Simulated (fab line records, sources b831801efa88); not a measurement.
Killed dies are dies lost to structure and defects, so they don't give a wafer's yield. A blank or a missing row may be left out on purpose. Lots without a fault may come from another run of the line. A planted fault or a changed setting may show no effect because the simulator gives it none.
Which tool did it? | flow sky130 | 13 lots, 39 wafers sampled, at 5 steps of a route of 708

WHAT THE GAUGES READ, wafer by wafer
SKY_VT_ADJUST_HVTR_OVL_MEAS_08. Usual: VT_ADJUST_HVTR_OVL -0.7 nm, standard deviation 1.4.
lot  | measured     | on         | VT_ADJUST_HVTR_OVL (nm) | flag
L769 | day 9 18:27  | overlay-01 | -1.5 0.3 -0.1           |
L770 | day 10 04:35 | overlay-01 | -0.9 0.7 -2.3           |
L771 | day 10 06:25 | overlay-02 | 0.4 -1.7 -0.7           |
L772 | day 10 11:52 | overlay-01 | -3.5 -0.6 -0.8          |
L774 | day 11 05:23 | overlay-01 | 0.3 1.1 0.2             |
L775 | day 11 16:01 | overlay-02 | 0.8 0.0 0.5             |
L777 | day 12 01:40 | overlay-01 | -2.2 -1.6 -2.1          |
L784 | day 14 09:47 | overlay-01 | 0.0 -2.1 -2.2           |
L785 | day 14 12:46 | overlay-01 | -1.9 -1.8 -3.4          |
L786 | day 15 14:01 | overlay-02 | -1.3 -1.4 0.2           |
L787 | day 15 16:18 | overlay-01 | -0.6 -1.8 -1.5          |
L789 | day 16 01:18 | overlay-02 | -0.5 -0.7 -1.3          |
L790 | day 16 07:33 | overlay-02 | -0.6 1.6 -0.5           |

SKY_GATE_OXIDE_THK_MEAS_02. Usual: GATE_OXIDE_OXIDATION_00_THK 10.24 nm, standard deviation 0.15.
lot  | measured     | on            | GATE_OXIDE_OXIDATION_00_THK (nm) | flag
L769 | day 13 02:26 | film_metro-02 | 10.37 10.35 10.02                |
L770 | day 13 12:37 | film_metro-03 | 10.16 10.24 10.36                |
L771 | day 13 14:01 | film_metro-02 | 10.23 9.90 9.98                  |
L772 | day 13 22:58 | film_metro-01 | 10.12 10.21 10.09                |
L774 | day 14 18:55 | film_metro-03 | 10.22 10.10 10.33                |
L775 | day 15 05:26 | film_metro-01 | 9.30 9.43 9.40                   | OFF
L777 | day 15 17:52 | film_metro-03 | 9.42 9.39 9.18                   | OFF
L784 | day 18 06:23 | film_metro-01 | 10.19 10.27 10.12                |
L785 | day 18 09:19 | film_metro-03 | 10.20 10.29 10.08                |
L786 | day 19 12:06 | film_metro-02 | 10.12 10.22 10.16                |
L787 | day 19 13:50 | film_metro-03 | 10.58 10.56 10.52                |
L789 | day 19 23:21 | film_metro-01 | 10.41 10.21 10.21                |
L790 | day 20 11:53 | film_metro-01 | 10.34 10.35 10.34                |

SKY_GATE_OXIDE_TW_MEAS_14. Usual: GATE_OXIDE_TW 223.4, standard deviation 2.9.
lot  | measured     | on            | GATE_OXIDE_TW     | flag
L769 | day 14 03:59 | film_metro-02 | 220.8 220.0 220.8 |
L770 | day 14 14:47 | film_metro-01 | 225.2 225.1 224.2 |
L771 | day 14 16:09 | film_metro-03 | 220.8 221.5 219.9 |
L772 | day 15 01:42 | film_metro-03 | 219.2 219.7 218.8 |
L774 | day 15 23:06 | film_metro-01 | 224.0 224.2 223.2 |
L775 | day 16 09:37 | film_metro-01 | 225.2 225.1 225.4 |
L777 | day 16 22:16 | film_metro-02 | 221.5 221.8 221.7 |
L784 | day 19 13:04 | film_metro-02 | 221.9 223.1 222.3 |
L785 | day 19 15:40 | film_metro-02 | 222.9 222.7 224.9 |
L786 | day 20 19:23 | film_metro-01 | 227.6 227.7 226.9 |
L787 | day 20 20:57 | film_metro-01 | 227.5 226.5 226.5 |
L789 | day 21 06:40 | film_metro-02 | 224.9 221.9 224.3 |
L790 | day 21 19:14 | film_metro-01 | 227.7 227.0 226.7 |

SKY_POLY_GATE_THK_MEAS_01. Usual: POLY_GATE_CVD_00_THK 180.6 nm, standard deviation 1.5.
lot  | measured     | on            | POLY_GATE_CVD_00_THK (nm) | flag
L769 | day 14 07:25 | film_metro-02 | 181.9 182.0 180.5         |
L770 | day 14 18:20 | film_metro-02 | 184.6 184.5 183.6         |
L771 | day 14 19:52 | film_metro-02 | 178.0 177.9 178.1         |
L772 | day 15 04:32 | film_metro-03 | 180.3 180.3 178.9         |
L774 | day 16 02:53 | film_metro-03 | 179.2 179.9 178.5         |
L775 | day 16 12:46 | film_metro-04 | 180.4 180.0 180.5         |
L777 | day 17 01:46 | film_metro-03 | 182.3 182.2 180.0         |
L784 | day 19 16:11 | film_metro-02 | 179.2 181.4 180.4         |
L785 | day 19 18:31 | film_metro-03 | 183.5 181.2 182.6         |
L786 | day 20 22:14 | film_metro-03 | 180.0 178.7 180.2         |
L787 | day 20 23:53 | film_metro-04 | 178.6 177.9 177.7         |
L789 | day 21 09:31 | film_metro-03 | 179.0 178.9 178.7         |
L790 | day 21 22:05 | film_metro-02 | 180.5 180.7 179.8         |

WHICH TOOL RAN EACH LOT (tool, then ch and the chambers of the sampled wafers, then the start)
lot  | SKY_GATE_OXIDE_OXIDATION_01
L769 | furnace-02 ch 0, day 13 01:02
L770 | furnace-01 ch 0, day 13 11:12
L771 | furnace-01 ch 0, day 13 12:37
L772 | furnace-02 ch 0, day 13 21:33
L774 | furnace-01 ch 0, day 14 17:31
L775 | furnace-01 ch 0, day 15 04:02
L777 | furnace-01 ch 0, day 15 16:28
L784 | furnace-01 ch 0, day 18 04:59
L785 | furnace-01 ch 0, day 18 07:53
L786 | furnace-01 ch 0, day 19 10:41
L787 | furnace-01 ch 0, day 19 12:25
L789 | furnace-01 ch 0, day 19 21:56
L790 | furnace-01 ch 0, day 20 10:29
- SKY_GATE_OXIDE_OXIDATION_01: stabilise 600 s, purge 300 s, target thk 10.268 nm.

WHAT THE TOOLS THEMSELVES READ (means of the sampled wafers that have a number; where no wafer has one, the mark that the record gives instead)
SKY_GATE_OXIDE_OXIDATION_01. Usual: zone_power_lower_pct 17.4 %, standard deviation 1.1.
lot  | tool       | zone_power_lower_pct (%) | flag
L769 | furnace-02 | 19.4                     |
L770 | furnace-01 | 16.8                     |
L771 | furnace-01 | 16.8                     |
L772 | furnace-02 | 19.4                     |
L774 | furnace-01 | 16.8                     |
L775 | furnace-01 | 16.8                     |
L777 | furnace-01 | 16.7                     |
L784 | furnace-01 | 16.9                     |
L785 | furnace-01 | 16.9                     |
L786 | furnace-01 | 16.8                     |
L787 | furnace-01 | 16.9                     |
L789 | furnace-01 | 16.8                     |
L790 | furnace-01 | 16.8                     |

THE ANSWER, worked out from the rows above alone
Rule: a lot is off if the mean of its wafers that have a number lies more than 3 standard deviations from the usual mean. A lot without any number at a reading at which 4 lots or more have one is off too. The other lots that the step has rows for count as sound. The gauges are gone through in route order, then the tools' own readings, and for those a lot's mean is taken as printed above. The first step at which some lot is off is used, and at that step the reading that is off furthest; a lot without a number counts as furthest.
Off: L775, L777, at SKY_GATE_OXIDE_THK_MEAS_02 (GATE_OXIDE_OXIDATION_00_THK).
A tool fits if, at a process step before that reading, it ran every lot that is off, and no sound lot after the first of them. The gauges at SKY_GATE_OXIDE_THK_MEAS_02 are tried like those tools. None of those tried fits.

WHAT THE SIMULATOR HAD PUT IN
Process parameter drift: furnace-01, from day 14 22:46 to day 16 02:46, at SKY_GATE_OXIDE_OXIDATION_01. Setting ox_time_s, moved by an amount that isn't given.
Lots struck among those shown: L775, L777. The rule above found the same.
